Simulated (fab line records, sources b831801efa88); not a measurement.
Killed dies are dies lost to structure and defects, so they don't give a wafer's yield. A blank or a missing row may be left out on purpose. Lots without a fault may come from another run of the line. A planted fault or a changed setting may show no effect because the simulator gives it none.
A struck lot beside a sound one | flow sky130 | 15 steps out of a route of 708
Sound: wafers L436.3, L436.4, L436.6. Struck: wafer L441.3. (L441.2, L441.6 of the same lot were not struck and are left out.) The cause comes at the end.
At each step with rows: each side's tool, then ch and its chambers, then its first start. Under that, the readings that differ: sound wafers | struck wafers | difference of the means | sigmas: that difference in standard deviations of wafers without a fault.
alike: readings whose means differ by less than 2 such deviations, and words and numbers that are the same on both sides. not compared: withheld readings, readings that some wafer has no value for, bounds like >300 that may hide the same value, and numbers for which the record gives no deviation and whose values overlap.
The two part at a step that has a row with sigmas, a row that says differs or no value, or rows on one side only. Numbers that don't overlap but have no deviation are shown without sigmas and don't part them. A reading that every wafer of one side lacks parts them only if that side has two wafers or more.

first, 3 steps without rows for these wafers: SKY_METAL1_EXPOSE_12 (exposes mask MM1, target cd 140 nm); SKY_METAL1_PEB_13; SKY_METAL1_DEVELOP_14 (develop time 60 s).
SKY_METAL1_CD_MEAS_15: target cd 140 nm.
  sound on cd_sem-01, day 36 13:41; struck on cd_sem-01, day 37 17:20
  alike: cd_nm
SKY_METAL1_OVL_MEAS_16:
  sound on overlay-02, day 36 13:46; struck on overlay-02, day 37 17:26
  reading         | sound  | struck | difference | sigmas
  METAL1_OVL (nm) | -1 8 2 | -18    | -21        | -3
SKY_METAL1_DESCUM_17: chemistry O2, time 8 s.
  sound on rie_metal-01 ch 1, day 36 13:49; struck on rie_metal-02 ch 1, day 37 17:28
  alike: drypump_motor_current_A, oes_product_au
  not compared: rf_hours_counter_h
SKY_METAL1_ETCH_18: etches BARC in N2/H2, stops on SiO2, time 45.9 s, target depth 60 nm.
  sound on rie_metal-01 ch 1, day 36 13:54; struck on rie_metal-02 ch 1, day 37 17:30
  alike: bias_w, drypump_motor_current_A, oes_product_au, throttle_valve_pct
  not compared: rf_hours_counter_h
SKY_METAL1_METAL_ETCH_19: etches the open film in Cl2/BCl3, stops on SiO2, target depth 360 nm, time 78 s.
  sound on rie_metal-01 ch 1, day 36 14:03; struck on rie_metal-02 ch 1, day 37 17:34
  alike: bias_w, drypump_motor_current_A, mfc_cl2_sccm, oes_product_au, throttle_valve_pct
  not compared: rf_hours_counter_h
SKY_METAL1_STRIP_20: strips in O2/N2.
  sound on plasma_asher-01 ch 0,1, day 36 14:12; struck on plasma_asher-01 ch 1, day 37 17:40
  reading                      | sound          | struck | difference | sigmas
  strip_time_to_endpoint_s (s) | 2.83 2.80 2.77 | 2.67   | -0.13      | -2
  alike: drypump_motor_current_A, oes_product_au
  not compared: rf_hours_counter_h
then, 3 steps without rows for these wafers: SKY_METAL1_STRIP_21 (strips in post etch residue remover, time 1200 s); SKY_METAL1_CLEAN_22 (cleans in IPA, time 180 s); SKY_METAL1_CLEAN_23 (cleans in O3/DIW).
SKY_VIA1_HDPCVD_00: deposits SiO2, target thk 1030 nm, time 171.7 s.
  sound on hdpcvd-02 ch 0,1, day 36 14:49; struck on hdpcvd-01 ch 2, day 37 18:15
  reading                                  | sound             | struck | difference | sigmas
  run_length_s (s)                         | 199.3 199.6 199.5 | 174.5  | -25.0      | -58
  model.SiO2_of_VIA1_HDPCVD_00.thk_nm (nm) | 1020 1022 1008    | 871.6  | -145.1     |
SKY_VIA1_THK_MEAS_01:
  sound on film_metro-03, day 36 14:57; struck on film_metro-04, day 37 18:22
  reading              | sound          | struck | difference | sigmas
  VIA1_HDPCVD_THK (nm) | 1021 1022 1008 | 870    | -147       | -15
SKY_VIA1_CMP_02: polishes SiO2.
  sound on cmp-01 ch 1,3, day 36 15:02; struck on cmp-02 ch 3, day 37 18:25
  alike: motor_current_A, slurry_flow_ml_min

WHERE THEY PART
First at SKY_METAL1_OVL_MEAS_16; last, within this record, at SKY_VIA1_THK_MEAS_01. Later steps at which nothing parts them and some readings are alike: SKY_VIA1_CMP_02.

WHY: what the simulator had put in
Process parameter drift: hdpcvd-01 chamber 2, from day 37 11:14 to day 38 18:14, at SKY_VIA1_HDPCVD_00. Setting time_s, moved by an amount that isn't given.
